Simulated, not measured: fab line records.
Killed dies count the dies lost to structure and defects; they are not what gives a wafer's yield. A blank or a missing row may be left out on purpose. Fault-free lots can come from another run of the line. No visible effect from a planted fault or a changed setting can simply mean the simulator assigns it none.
Which tool was responsible? | flow sky130 | 13 lots (39 wafers sampled), 1 step of a 708-step route

WHAT THE GAUGES SHOWED, per wafer
SKY_NWELL_TW_MEAS_15. Usual: NWELL_TW gives 1823 (standard deviation 15).
lot  | measured     | on            | NWELL_TW       | flag
L866 | day 4 16:12  | film metro-04 | 1828 1819 1823 |
L867 | day 4 22:34  | film metro-03 | 1822 1817 1815 |
L868 | day 5 03:25  | film metro-03 | 1839 1830 1833 |
L869 | day 5 08:55  | film metro-02 | 1799 1803 1797 |
L870 | day 5 13:24  | film metro-02 | 1799 1796 1800 |
L872 | day 6 01:36  | film metro-04 | 1817 1814 1821 |
L871 | day 6 01:56  | film metro-03 | 1830 1835 1828 |
L874 | day 6 12:04  | film metro-03 | 1842 1840 1827 |
L877 | day 7 12:45  | film metro-04 | 1816 1825 1834 |
L883 | day 8 17:32  | film metro-03 | 1832 1837 1837 |
L887 | day 9 14:59  | film metro-03 | 1838 1827 1825 |
L888 | day 9 20:12  | film metro-04 | 1825 1821 1829 |
L889 | day 10 06:13 | film metro-03 | 1833 1835 1841 |

TOOL THAT RAN EACH LOT (tool first, then ch and the chambers of the sampled wafers, then the start)
Record: no process step prior to these readings.

WHAT THE TOOLS THEMSELVES READ (means of the sampled wafers that have a number; where no wafer has one, the mark that the record gives instead)
The record holds no such reading with a usual standard deviation.

THE ANSWER, worked out from the rows above alone
Rule: lot off if the mean of its wafers having a number is beyond 3 standard deviations from the usual mean. Also off: a lot with no number at a reading for which 4 or more lots have one. Where the step has rows for the other lots, those lots are counted as sound. After the gauges, taken in route order, come the tools' own readings; for these a lot's mean is taken, as printed above. At the first step where some lot is off, the reading lying furthest off is the one used; lots without a number count as furthest.
Nothing can be told from this: no lot is off at any reading shown.

WHAT THE SIMULATOR PUT IN
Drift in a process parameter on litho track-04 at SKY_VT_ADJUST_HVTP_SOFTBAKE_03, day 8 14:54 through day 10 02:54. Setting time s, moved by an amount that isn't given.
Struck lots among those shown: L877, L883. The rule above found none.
